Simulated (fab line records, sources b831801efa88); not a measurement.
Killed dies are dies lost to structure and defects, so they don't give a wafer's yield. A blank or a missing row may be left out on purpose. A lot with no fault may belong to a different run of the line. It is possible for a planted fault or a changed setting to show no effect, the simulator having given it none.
Matching of chambers + flow gf180mcu + GF_POLY_GATE_ETCH_13 on rie si-01 has 4 sister chambers
The step etches poly-Si in HBr/Cl2, stops on SiO2, target depth 198.5 nm, time 69.6 s. 8 wafers are shown with their chamber, then 10 later ones without.

== WAFERS WITH THEIR CHAMBER ==
| wafer  | chamber | drypump motor current A (A) | oes product au (a.u.) |
|--------|---------|-----------------------------|-----------------------|
| L341.4 | 0       | 5.6                         | 0.984                 |
| L342.3 | 3       | 5.9                         | 0.998                 |
| L346.2 | 3       | 5.9                         | 0.991                 |
| L347.4 | 2       | 6.7                         | 0.988                 |
| L347.5 | 2       | 6.7                         | 1.001                 |
| L347.6 | 1       | 5.4                         | 0.982                 |
| L352.1 | 1       | 5.3                         | 0.991                 |
| L352.3 | 0       | 5.6                         | 0.990                 |

== WAFERS WITH NO CHAMBER GIVEN ==
| wafer  | drypump motor current A (A) | oes product au (a.u.) |
|--------|-----------------------------|-----------------------|
| L352.6 | 5.9                         | 0.987                 |
| L354.2 | 5.6                         | 0.978                 |
| L354.3 | 5.4                         | 0.984                 |
| L354.6 | 5.4                         | 0.984                 |
| L355.3 | 6.7                         | 0.994                 |
| L355.5 | 5.4                         | 0.977                 |
| L355.6 | 6.7                         | 0.987                 |
| L357.1 | 5.8                         | 0.996                 |
| L357.3 | 5.6                         | 0.980                 |
| L357.4 | 6.7                         | 0.994                 |

== CHAMBER TAKEN BY EACH ==
| wafer  | from the rows above | in truth |
|--------|---------------------|----------|
| L352.6 | 3                   | 3        |
| L354.2 | 0                   | 0        |
| L354.3 | 1                   | 1        |
| L354.6 | 1                   | 1        |
| L355.3 | 2                   | 2        |
| L355.5 | 1                   | 1        |
| L355.6 | 2                   | 2        |
| L357.1 | 3                   | 3        |
| L357.3 | 0                   | 0        |
| L357.4 | 2                   | 2        |
Correct placement for 10 of the 10. From these rows, 0 cannot be placed. 0 placed wrongly.
How it was worked out, from the rows above alone: a wafer's distance from a chamber is the root of the sum, over the readings, of the square of ((its reading less the chamber's mean) divided by the reading's scatter). The wafer belongs to the nearest chamber; if the next one is less than 2 further off, it can't be placed. Each chamber's mean is taken over the wafers shown for it. The scatter is the square root of a quotient: the sum, over the shown wafers, of each reading's squared deviation from its chamber's mean, divided by wafers minus chambers.
